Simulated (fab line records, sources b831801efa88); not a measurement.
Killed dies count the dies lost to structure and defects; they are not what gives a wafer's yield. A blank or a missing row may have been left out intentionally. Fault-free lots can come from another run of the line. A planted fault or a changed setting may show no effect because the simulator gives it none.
Which tool did it? + flow sky130 + at 1 step of a route of 708, 12 lots with 36 wafers sampled

## WHAT THE GAUGES SHOWED, per wafer
SKY_VIA4_OVL_MEAS_11.
| lot  | measured     | on         | VIA4_OVL (nm)  |
|------|--------------|------------|----------------|
| L697 | day 42 17:47 | overlay-01 | 2.8 1.6 1.5    |
| L698 | day 42 21:18 | overlay-02 | 0.5 -0.9 -0.8  |
| L700 | day 43 04:32 | overlay-01 | 2.5 0.9 2.3    |
| L701 | day 43 16:37 | overlay-01 | -1.5 -0.2 -0.7 |
| L704 | day 44 07:29 | overlay-01 | -1.2 -1.9 -0.4 |
| L705 | day 44 17:44 | overlay-02 | 2.9 -2.0 1.6   |
| L706 | day 45 03:38 | overlay-02 | 0.1 -0.9 -0.4  |
| L707 | day 45 09:47 | overlay-01 | 3.7 1.6 0.0    |
| L708 | day 45 20:51 | overlay-01 | 2.1 2.4 1.2    |
| L710 | day 47 15:43 | overlay-02 | 0.6 -0.8 -0.3  |
| L714 | day 47 18:56 | overlay-01 | -1.3 -2.0 0.4  |
| L716 | day 47 22:34 | overlay-02 | -0.1 0.2 1.5   |

## WHAT TOOL EACH LOT RAN ON (gives the tool, then ch and the chambers of the sampled wafers, and finally the start)
No process step before these readings appears in the record.

## AS READ BY THE TOOLS THEMSELVES (means over the sampled wafers that have a number; for cases with no such wafer, the mark the record gives instead)
The record holds no such reading with a usual standard deviation.

## THE ANSWER, worked out from the rows above alone
Rule: the lots themselves supply what counts as usual. The widest of any qualifying gaps counts: lots, ordered by their means at a reading, are off when they make up no more than a third of the lots, leave a main group of 4 or more, and stand apart from it by 3 or more times the standard deviation of that group's means. A main group is skipped when, at the precision printed for the reading in the tables above, its means are all equal. Also off: a lot with no number at a reading for which 4 or more lots have one. All remaining lots with rows at the step are treated as sound. After the gauges, taken in route order, come the tools' own readings; for these a lot's mean is taken, as printed above. At the first step where some lot is off, the reading lying furthest off is the one used; lots without a number count as furthest.
Nothing can be told from this: no lot is off at any reading shown.

## WHAT THE SIMULATOR HAD PUT IN
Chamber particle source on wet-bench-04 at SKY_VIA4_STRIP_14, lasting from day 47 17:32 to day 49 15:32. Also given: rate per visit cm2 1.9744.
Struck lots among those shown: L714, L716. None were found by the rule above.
